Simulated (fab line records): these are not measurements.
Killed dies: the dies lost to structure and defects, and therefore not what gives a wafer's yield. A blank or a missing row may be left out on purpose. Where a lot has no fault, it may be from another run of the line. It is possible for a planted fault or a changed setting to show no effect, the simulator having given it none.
fab line records	flow sky130
record lots=7	wafers=21	last_day=49
route steps=708 shown LDD_P@264 LDD_HVN@267 LDD_HVP@278 LDD_LDN@289
lots untouched by any fault: they come from a run of this same line in which no faults occurred
start_h: hours from the record's first day to the start of the lot's first wafer shown	wait_h: how many hours have passed since the lot's step before this one	" identical to the entry in the row above	L1.1+2: one row covering several wafers at once	- no value present, or no start provided	* or withheld: withheld	< > ~ a bound
route shown NAME@n: a module of which the file shows steps, and the number in the route of the first	usual: mean and standard deviation over wafers with no fault	same: alike in all rows	chamber/n: place in a boat	sites: readings site by site	_std_site: standard deviation across them	_edge_site: the outer-site mean with the inner-site mean subtracted	radius_mm: how far each site lies from the wafer's centre	mask NAME#n: copy n	behind: the tool/chamber that last shaped the wafer	hold: reason for holding the lot/hours on hold/outcome of the hold	device: the n, p or np transistor that did not switch	end of line: at the end of the route, the tests of the same wafers	a step given without rows: its recipe and nothing more	killed: dies lost to structure and defects at the first sort, not the wafer's yield	map: a wafer's dies, marking killed ones x, the rest . and places with no die _
set.NAME: the setting as run; set.NAME@STEP: as run at that earlier step	model.NAME: the simulator's own value behind a step, which no gauge read
certain route steps with their lots: each step a table, each wafer a row
services: when a tool's chamber went out of use (start_h, in hours from the record's first day, below 0 if earlier), for how many hours, and the reason
## steps
# step SKY_LDD_P_IMPLANT_09
# recipe species=BF2	energy_kev=25	dose_cm2=1e+13	tilt_deg=withheld
# step SKY_LDD_P_STRIP_10
# recipe chemistry=O2/N2	power_w=1400	pressure_mtorr=1500	platen_temp_c=withheld	o2_flow_sccm=3000	n2_flow_sccm=300	overash_fraction=0.5
# usual chamber_pressure_mTorr=1499.8/1.4	drypump_motor_current_A=5.7/0.44	oes_product_au=0.715/0.0042	strip_time_to_endpoint_s=14.17/0.043
lot.wafer	tool	chamber	start_h	wait_h	chamber_pressure_mTorr	drypump_motor_current_A	oes_product_au	rf_hours_counter_h	strip_time_to_endpoint_s
L383.1	plasma_asher-03	0	433.75	0.1	1497.9	5.4	0.710	61	14.24
L383.5	"	1	"	"	1500.9	5.7	0.717	-	14.24
L383.6	"	0	"	"	1499.5	5.4	0.707	-	14.23
L387.1	plasma_asher-04	1	462.66	0.1	1498.3	6.0	0.720	3	14.15
L387.4	"	1	"	"	1497.3	6.0	0.723	-	14.14
L387.5	"	0	"	"	1500.1	5.9	0.713	-	14.08
L392.1	plasma_asher-04	1	510.86	0.1	1499.2	6.0	0.716	8	14.17
L392.2	"	0	"	"	1499.8	5.8	0.712	8	14.18
L392.6	"	1	"	"	1499.5	6.0	0.707	-	14.21
L393.1	plasma_asher-03	0	527.33	0.1	1500.2	5.4	0.714	69	14.11
L393.4	"	0	"	"	1500.5	5.4	0.721	-	14.11
L393.6	"	1	"	"	1501.2	5.8	0.716	-	14.14
L394.1	plasma_asher-01	0	547.53	0.1	1499.4	4.8	0.716	86	14.13
L394.2	"	1	"	"	1499.8	6.2	0.719	86	14.11
L394.4	"	1	"	"	1499.7	6.2	0.713	-	14.09
L397.2	plasma_asher-04	0	560.03	0.1	1498.0	5.9	0.715	13	14.14
L397.4	"	1	"	"	1498.0	6.0	0.718	-	14.16
L397.6	"	1	"	"	1499.2	6.0	0.719	-	14.15
L402.2	plasma_asher-01	0	598.55	0.1	1501.6	4.8	0.712	91	14.25
L402.4	"	1	"	"	1501.3	6.2	0.708	-	14.26
L402.5	"	0	"	"	1498.6	4.9	0.713	-	14.27
# step SKY_LDD_P_TW_MEAS_11
# usual LDD_P_TW=643/5
lot.wafer	tool	chamber	start_h	wait_h	LDD_P_TW
L383.1	film_metro-03	-	433.85	0.1	646
L383.5	"	-	"	"	649
L383.6	"	-	"	"	646
L387.1	film_metro-02	-	462.76	0.1	639
L387.4	"	-	"	"	637
L387.5	"	-	"	"	639
L392.1	film_metro-01	-	510.96	0.1	643
L392.2	"	-	"	"	646
L392.6	"	-	"	"	645
L393.1	film_metro-03	-	527.43	0.1	645
L393.4	"	-	"	"	650
L393.6	"	-	"	"	651
L394.1	film_metro-02	-	547.63	0.1	639
L394.2	"	-	"	"	636
L394.4	"	-	"	"	636
L397.2	film_metro-02	-	560.14	0.1	645
L397.4	"	-	"	"	642
L397.6	"	-	"	"	641
L402.2	film_metro-01	-	598.66	0.1	639
L402.4	"	-	"	"	642
L402.5	"	-	"	"	641
# step SKY_LDD_HVN_DEHYDRATE_00
# recipe temp_c=200	time_s=60
# step SKY_LDD_HVN_HMDS_01
# recipe prime_time_s=60	prime_temp_c=120
# step SKY_LDD_HVN_COAT_02
# recipe resist=NOVOLAK	spin_rpm=3000	resist_thk_nm=300
# step SKY_LDD_HVN_SOFTBAKE_03
# recipe temp_c=90	time_s=60	resist=NOVOLAK
# step SKY_LDD_HVN_EXPOSE_04
# recipe mask_id=HVNTM	na=0.6	source_shape=conventional	sigma_outer=0.6	polarization=unpolarized	target_cd_nm=700	dose_mj=127
# step SKY_LDD_HVN_PEB_05
# recipe temp_c=withheld	time_s=*	resist=NOVOLAK
# step SKY_LDD_HVN_DEVELOP_06
# recipe resist=NOVOLAK	developer=TMAH	develop_time_s=60	dev_temp_c=23
# step SKY_LDD_HVN_OVL_MEAS_07
# usual LDD_HVN_OVL=-0.1/1.8
lot.wafer	tool	chamber	start_h	wait_h	LDD_HVN_OVL[nm]
L383.1	overlay-02	-	465.37	0.1	-1.5
L383.5	"	-	"	"	-3.4
L383.6	"	-	"	"	-2.3
L387.1	overlay-01	-	493.50	0.1	-0.5
L387.4	"	-	"	"	1.7
L387.5	"	-	"	"	0.4
L392.1	overlay-02	-	542.00	0.1	0.8
L392.2	"	-	"	"	0.2
L392.6	"	-	"	"	-0.3
L393.1	overlay-01	-	557.97	0.1	1.5
L393.4	"	-	"	"	-2.3
L393.6	"	-	"	"	2.1
L394.1	overlay-02	-	578.42	0.1	3.1
L394.2	"	-	"	"	2.7
L394.4	"	-	"	"	2.8
L397.2	overlay-02	-	590.73	0.1	0.0
L397.4	"	-	"	"	-1.9
L397.6	"	-	"	"	-2.5
L402.2	overlay-02	-	627.21	0.1	1.4
L402.4	"	-	"	"	1.8
L402.5	"	-	"	"	1.9
# step SKY_LDD_HVN_IMPLANT_08
# recipe species=P	energy_kev=60	dose_cm2=3e+13	tilt_deg=40
# step SKY_LDD_HVN_STRIP_09
# recipe chemistry=O2/N2	power_w=1400	pressure_mtorr=1500	platen_temp_c=withheld	o2_flow_sccm=3000	n2_flow_sccm=300	overash_fraction=0.5
# usual chamber_pressure_mTorr=1500.0/1.4	drypump_motor_current_A=5.5/0.45	oes_product_au=0.408/0.0047	strip_time_to_endpoint_s=4.135/0.015
lot.wafer	tool	chamber	start_h	wait_h	chamber_pressure_mTorr	drypump_motor_current_A	oes_product_au	rf_hours_counter_h	strip_time_to_endpoint_s	model.NOVOLAK_of_LDD_HVN_COAT_02.thk_nm
L383.1	plasma_asher-01	1	465.56	0.1	1502.6	6.2	0.410	78	4.145	0
L383.5	"	1	"	"	1499.4	6.2	0.405	-	4.170	0
L383.6	"	0	"	"	1501.6	4.8	0.414	-	4.164	0
L387.1	plasma_asher-01	0	493.69	0.1	1501.1	4.8	0.411	81	4.124	0
L387.4	"	1	"	"	1501.4	6.2	0.412	-	4.133	0
L387.5	"	1	"	"	1498.6	6.2	0.411	-	4.139	0
L392.1	plasma_asher-02	1	542.19	0.1	-	-	-	-	-	298.4
L392.2	"	0	"	"	-	-	-	-	-	299.3
L392.6	"	1	"	"	-	-	-	-	-	298.9
L393.1	plasma_asher-02	1	558.16	0.1	-	-	-	-	-	299.9
L393.4	"	1	"	"	-	-	-	-	-	300.2
L393.6	"	1	"	"	-	-	-	-	-	299.8
L394.1	plasma_asher-01	0	578.61	0.1	-	-	-	-	-	299
L394.2	"	1	"	"	-	-	-	-	-	298.9
L394.4	"	1	"	"	-	-	-	-	-	299.5
L397.2	plasma_asher-02	0	590.91	0.1	1498.2	5.3	0.411	47	4.151	0
L397.4	"	0	"	"	1498.9	5.3	0.409	-	4.143	0
L397.6	"	1	"	"	1497.1	5.4	0.409	-	4.156	0
L402.2	plasma_asher-01	1	627.39	0.1	1502.8	6.2	0.416	94	4.130	0
L402.4	"	0	"	"	1501.1	4.9	0.416	-	4.127	0
L402.5	"	0	"	"	1499.1	4.9	0.412	-	4.123	0
# step SKY_LDD_HVN_TW_MEAS_10
# usual LDD_HVN_TW=1451/12
lot.wafer	tool	chamber	start_h	wait_h	LDD_HVN_TW
L383.1	film_metro-03	-	465.66	0.1	1464
L383.5	"	-	"	"	1454
L383.6	"	-	"	"	1454
L387.1	film_metro-03	-	493.79	0.1	1468
L387.4	"	-	"	"	1469
L387.5	"	-	"	"	1468
L392.1	film_metro-04	-	542.29	0.1	1446
L392.2	"	-	"	"	1441
L392.6	"	-	"	"	1434
L393.1	film_metro-02	-	558.26	0.1	1443
L393.4	"	-	"	"	1446
L393.6	"	-	"	"	1442
L394.1	film_metro-04	-	578.71	0.1	1445
L394.2	"	-	"	"	1446
L394.4	"	-	"	"	1449
L397.2	film_metro-02	-	591.02	0.1	1445
L397.4	"	-	"	"	1447
L397.6	"	-	"	"	1445
L402.2	film_metro-03	-	627.50	0.1	1471
L402.4	"	-	"	"	1465
L402.5	"	-	"	"	1479
# step SKY_LDD_HVP_DEHYDRATE_00
# recipe temp_c=200	time_s=60
# step SKY_LDD_HVP_HMDS_01
# recipe prime_time_s=60	prime_temp_c=120
# step SKY_LDD_HVP_COAT_02
# recipe resist=NOVOLAK	spin_rpm=3000	resist_thk_nm=300
# step SKY_LDD_HVP_SOFTBAKE_03
# recipe temp_c=90	time_s=60	resist=NOVOLAK
# step SKY_LDD_HVP_EXPOSE_04
# recipe mask_id=HVPTM	na=0.6	source_shape=conventional	sigma_outer=0.6	polarization=unpolarized	target_cd_nm=700	dose_mj=86
# step SKY_LDD_HVP_PEB_05
# recipe temp_c=withheld	time_s=*	resist=NOVOLAK
# step SKY_LDD_HVP_DEVELOP_06
# recipe resist=NOVOLAK	developer=TMAH	develop_time_s=60	dev_temp_c=23
# step SKY_LDD_HVP_OVL_MEAS_07
# usual LDD_HVP_OVL=0.1/1.5
lot.wafer	tool	chamber	start_h	wait_h	LDD_HVP_OVL[nm]
L383.1	overlay-01	-	496.84	0.1	-2.2
L383.5	"	-	"	"	-3.2
L383.6	"	-	"	"	-1.5
L387.1	overlay-02	-	524.05	0.1	0.7
L387.4	"	-	"	"	1.2
L387.5	"	-	"	"	0.8
L392.1	overlay-01	-	572.85	0.1	-0.1
L392.2	"	-	"	"	-1.1
L392.6	"	-	"	"	-2.0
L393.1	overlay-02	-	588.19	0.1	0.6
L393.4	"	-	"	"	0.1
L393.6	"	-	"	"	0.5
L394.1	overlay-02	-	607.20	0.1	1.8
L394.2	"	-	"	"	0.8
L394.4	"	-	"	"	0.5
L397.2	overlay-01	-	619.66	0.1	-1.8
L397.4	"	-	"	"	-0.8
L397.6	"	-	"	"	0.4
L402.2	overlay-02	-	654.45	0.1	0.2
L402.4	"	-	"	"	0.0
L402.5	"	-	"	"	3.7
# step SKY_LDD_HVP_IMPLANT_08
# recipe species=B	energy_kev=20	dose_cm2=1.7e+13	tilt_deg=17.9
# step SKY_LDD_HVP_STRIP_09
# recipe chemistry=O2/N2	power_w=1400	pressure_mtorr=1500	platen_temp_c=withheld	o2_flow_sccm=3000	n2_flow_sccm=300	overash_fraction=0.5
# usual chamber_pressure_mTorr=1500.0/1.4	drypump_motor_current_A=5.57/0.26	oes_product_au=0.409/0.0045	strip_time_to_endpoint_s=4.133/0.013
lot.wafer	tool	chamber	start_h	wait_h	chamber_pressure_mTorr	drypump_motor_current_A	oes_product_au	rf_hours_counter_h	strip_time_to_endpoint_s
L383.1	plasma_asher-03	0	497.03	0.1	1503.6	5.34	0.403	66	4.127
L383.5	"	1	"	"	1500.9	5.77	0.408	-	4.144
L383.6	"	0	"	"	1498.3	5.36	0.408	-	4.127
L387.1	plasma_asher-04	1	524.24	0.1	1499.9	6.02	0.411	10	4.122
L387.4	"	0	"	"	1502.4	5.86	0.411	-	4.130
L387.5	"	1	"	"	1503.2	6.00	0.408	-	4.146
L392.1	plasma_asher-03	1	573.04	0.1	1500.1	5.77	0.605	74	8.923
L392.2	"	0	"	"	1498.7	5.36	0.606	74	8.932
L392.6	"	0	"	"	1498.8	5.39	0.595	-	8.927
L393.1	plasma_asher-04	1	588.38	0.1	1499.6	6.01	0.612	16	8.967
L393.4	"	0	"	"	1497.3	5.88	0.616	-	8.962
L393.6	"	1	"	"	1500.4	6.01	0.613	-	8.971
L394.1	plasma_asher-03	0	607.39	0.1	1501.2	5.38	0.604	77	8.929
L394.2	"	1	"	"	1502.5	5.74	0.613	77	8.933
L394.4	"	0	"	"	1500.0	5.37	0.611	-	8.948
L397.2	plasma_asher-02	1	619.84	0.1	1501.1	5.39	0.401	50	4.141
L397.4	"	0	"	"	1499.8	5.29	0.409	-	4.149
L397.6	"	0	"	"	1500.4	5.32	0.408	-	4.131
L402.2	plasma_asher-03	0	654.63	0.1	1499.8	5.37	0.407	81	4.108
L402.4	"	1	"	"	1502.8	5.72	0.410	-	4.117
L402.5	"	1	"	"	1498.0	5.75	0.420	-	4.138
# step SKY_LDD_HVP_TW_MEAS_10
# usual LDD_HVP_TW=461/4.4
lot.wafer	tool	chamber	start_h	wait_h	LDD_HVP_TW
L383.1	film_metro-03	-	497.13	0.1	466
L383.5	"	-	"	"	465
L383.6	"	-	"	"	467
L387.1	film_metro-01	-	524.34	0.1	459
L387.4	"	-	"	"	457
L387.5	"	-	"	"	459
L392.1	film_metro-04	-	573.14	0.1	30
L392.2	"	-	"	"	30
L392.6	"	-	"	"	30
L393.1	film_metro-03	-	588.48	0.1	31
L393.4	"	-	"	"	31
L393.6	"	-	"	"	31
L394.1	film_metro-04	-	607.49	0.1	30
L394.2	"	-	"	"	30
L394.4	"	-	"	"	30
L397.2	film_metro-01	-	619.95	0.1	458
L397.4	"	-	"	"	465
L397.6	"	-	"	"	457
L402.2	film_metro-01	-	654.74	0.1	455
L402.4	"	-	"	"	456
L402.5	"	-	"	"	455
# step SKY_LDD_LDN_DEHYDRATE_00
# recipe temp_c=200	time_s=60
## services
tool	chamber	start_h	hours	kind
plasma_asher-04	-	421.25	9.0	pm
plasma_asher-04	0	421.25	9.0	vent_cycle
plasma_asher-04	1	421.25	9.0	vent_cycle
plasma_asher-04	0	430.25	-	clean
plasma_asher-04	1	430.25	-	clean
plasma_asher-01	-	463.48	1.9	repair
plasma_asher-03	-	469.04	2.8	pm
plasma_asher-01	-	515.63	0.7	repair
plasma_asher-01	-	536.44	0.5	repair
plasma_asher-02	-	549.55	1.1	repair
plasma_asher-01	-	598.70	3.7	repair
plasma_asher-02	-	623.57	4.3	repair
plasma_asher-01	-	638.17	2.9	repair
## key
first_sign step=SKY_LDD_HVN_STRIP_09	reading=tool_record	direction=missing
effect step=SKY_LDD_HVP_STRIP_09	reading=strip_time_to_endpoint_s	direction=up	sigmas=99+	usual=*	struck=*
effect step=SKY_LDD_HVP_TW_MEAS_10	reading=LDD_HVP_TW	direction=down	sigmas=98	usual=461	struck=30
model_effect step=SKY_LDD_HVN_STRIP_09	value=NOVOLAK_of_LDD_HVN_COAT_02.thk_nm	without=0	struck=299.3
met_at SKY_LDD_HVN_STRIP_09
struck_wafers L392.1,L392.2,L392.6,L393.1,L393.4,L393.6,L394.1,L394.2,L394.4
sort_left_out L392.1,L392.2,L392.6,L393.1,L393.4,L393.6,L394.1,L394.2,L394.4
tester_left_out L392,L393,L394
onset_between 493.69 542.19
fault kind=skipped_step_whole	tool=plasma_asher-01,plasma_asher-02	chamber=-	onset_h=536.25	steps=SKY_LDD_HVN_STRIP_09	scope=struck_lots_only
# tester_left_out: of these lots the tester's yield and bins aren't shown, on N5 and GAA mostly nor the transistor test; their killed dies are dies lost to structure and defects alone, not to doping, threshold or leakage, so they don't give the yield
# sort_left_out: the simulated sort isn't trusted on such a fault, so these wafers' sort isn't shown, and their yield isn't known
